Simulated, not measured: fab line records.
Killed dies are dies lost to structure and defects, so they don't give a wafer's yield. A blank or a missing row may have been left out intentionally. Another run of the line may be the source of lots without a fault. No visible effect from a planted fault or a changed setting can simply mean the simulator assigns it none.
Problem report, 8D (eight disciplines) form, completed by code / flow gf180mcu / the parts of the form that need people (team, actions taken, sign-off) are left out

## 1. THE PROBLEM
cathode dc power W at GF_M3_SPUTTER_04 reads a mean of 6028.2 W on 2 wafers of 2 lots; wafers without a fault read 6500.1 W with a standard deviation of 1.3. That is -99 or more standard deviations from the usual mean.
The step: material TiN, target thk 50 nm, time 41.7 s.
Earliest sighting: wafer L761.2 on pvd sputter-03 at day 26 00:18. Wafers with a number at this step in the record: 42, from 14 lots. Rule for "out", or "out of limits": more than 4 standard deviations from the usual mean. Any other wafer with a number is counted as sound.

## 2. WHAT IT IS, WHAT IT ISN'T
question=which readings at this step | is=cathode dc power W | is not=throttle valve pct
question=which lots | is=L761, L762 | is not=L745, L746, L749, L751, L754, L755, L756, L758, L764, L766, L767, L768
question=which wafers of those lots | is=L761.2, L762.1 | is not=L761.1, L761.4, L762.2, L762.4
question=read on which tools | is=pvd sputter-03 | is not=pvd sputter-01, pvd sputter-04
question=when | is=from day 26 00:18 | is not=up to then (26 sound wafers); but 14 sound wafers of L762, L764, L766, L767, L768 came after

## 3. SUSPECTS, AND WHAT RULES EACH OUT
Counting: if a tool at a process step up to the reading ran every lot that is out, it stays a suspect. Sound lots after the first of them don't rule it out here, since some wafers of a struck lot are sound.
- pvd sputter-03 at GF_M3_SPUTTER_04 (material TiN, target thk 50 nm, time 41.7 s): kept. Ran every lot that is out, first one L761 (day 26 00:18); last sound lot up to then L758 (day 25 03:56). Its own readings are out on those wafers: cathode dc power W.
The count leaves pvd sputter-03 at GF_M3_SPUTTER_04.

## 4. THE CAUSE (what the simulator had put in)
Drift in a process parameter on pvd sputter-03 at GF_M3_SPUTTER_04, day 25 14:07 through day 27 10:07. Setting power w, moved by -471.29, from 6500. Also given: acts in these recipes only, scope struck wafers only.
This tool alone remained once counting was done.

## 5. SEQUENCE OF EFFECTS, ordered by route
One row per reading whose mean, taken over the struck wafers that have a number, lies over 3 standard deviations from the usual. Only readings for which the record gives a usual standard deviation are gone through. hours: the time from each lot's start at the first step in this table that gives one to its start at this step, as a median over the lots. sigmas: the change in usual standard deviations.
hours=0; step=GF_M3_SPUTTER_04; reading=cathode dc power W; usual=6500.1 W; on struck wafers=6028.2; change=-471.9; sigmas=-99 or more
It contains these process steps:
- GF_M3_SPUTTER_04: material TiN, target thk 50 nm, time 41.7 s.
Later steps that measure or inspect, where all struck wafers having a row at the step show a number for every such reading and not one has moved that far: GF_M3_RS_MEAS_05, GF_M3_CD_MEAS_14.

## 6. WHAT WOULD HAVE CAUGHT IT SOONER
First out-of-limits reading in this record: day 26 00:18, which is 10 hours after fault onset at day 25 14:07.
